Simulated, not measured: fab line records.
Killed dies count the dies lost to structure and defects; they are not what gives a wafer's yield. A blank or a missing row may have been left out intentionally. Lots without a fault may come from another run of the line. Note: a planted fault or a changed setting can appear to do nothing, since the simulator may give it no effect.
What tool caused it? + flow sky130 + 6 lots, 18 wafers sampled, at 2 steps of a route of 708

WHAT THE GAUGES SHOWED, per wafer
SKY_VT_ADJUST_LVTN_TW_MEAS_21.
| lot  | measured     | on            | VT_ADJUST_LVTN_2_TW |
|------|--------------|---------------|---------------------|
| L474 | day 8 17:38  | film metro-01 | 187.3 187.6 187.2   |
| L478 | day 9 23:02  | film metro-04 | 189.9 190.3 189.8   |
| L485 | day 11 14:25 | film metro-03 | 187.4 186.0 187.2   |
| L487 | day 12 10:49 | film metro-04 | 190.1 189.5 189.4   |
| L491 | day 13 07:55 | film metro-01 | 188.3 187.6 188.4   |
| L494 | day 14 07:55 | film metro-04 | 189.0 189.0 190.8   |

EACH LOT AND THE TOOL THAT RAN IT (in order: tool; ch and the chambers of the sampled wafers; start)
| lot  | SKY_FIELD_ISO_CMP_27         |
|------|------------------------------|
| L474 | cmp-01 ch 0,2,3, day 3 02:16 |
| L478 | cmp-01 ch 2,3, day 3 23:22   |
| L485 | cmp-01 ch 1,2, day 5 11:44   |
| L487 | cmp-02 ch 0,3, day 6 00:10   |
| L491 | cmp-01 ch 0,1,2, day 6 19:01 |
| L494 | cmp-02 ch 0,2,3, day 7 11:09 |
- SKY_FIELD_ISO_CMP_27: polishes, stops on Si3N4, t overpolish 16 s, target thk 457.8 nm.

THE ANSWER, worked out from the rows above alone
Rule: what is usual is taken from the lots themselves. The widest of any qualifying gaps counts: lots, ordered by their means at a reading, are off when they make up no more than a third of the lots, leave a main group of 4 or more, and stand apart from it by 3 or more times the standard deviation of that group's means. A main group is skipped when, at the precision printed for the reading in the tables above, its means are all equal. A lot without any number at a reading at which 4 lots or more have one is off too. All remaining lots with rows at the step are treated as sound.
Nothing can be told from this: no lot is off at any reading shown.

WHAT THE SIMULATOR PUT IN
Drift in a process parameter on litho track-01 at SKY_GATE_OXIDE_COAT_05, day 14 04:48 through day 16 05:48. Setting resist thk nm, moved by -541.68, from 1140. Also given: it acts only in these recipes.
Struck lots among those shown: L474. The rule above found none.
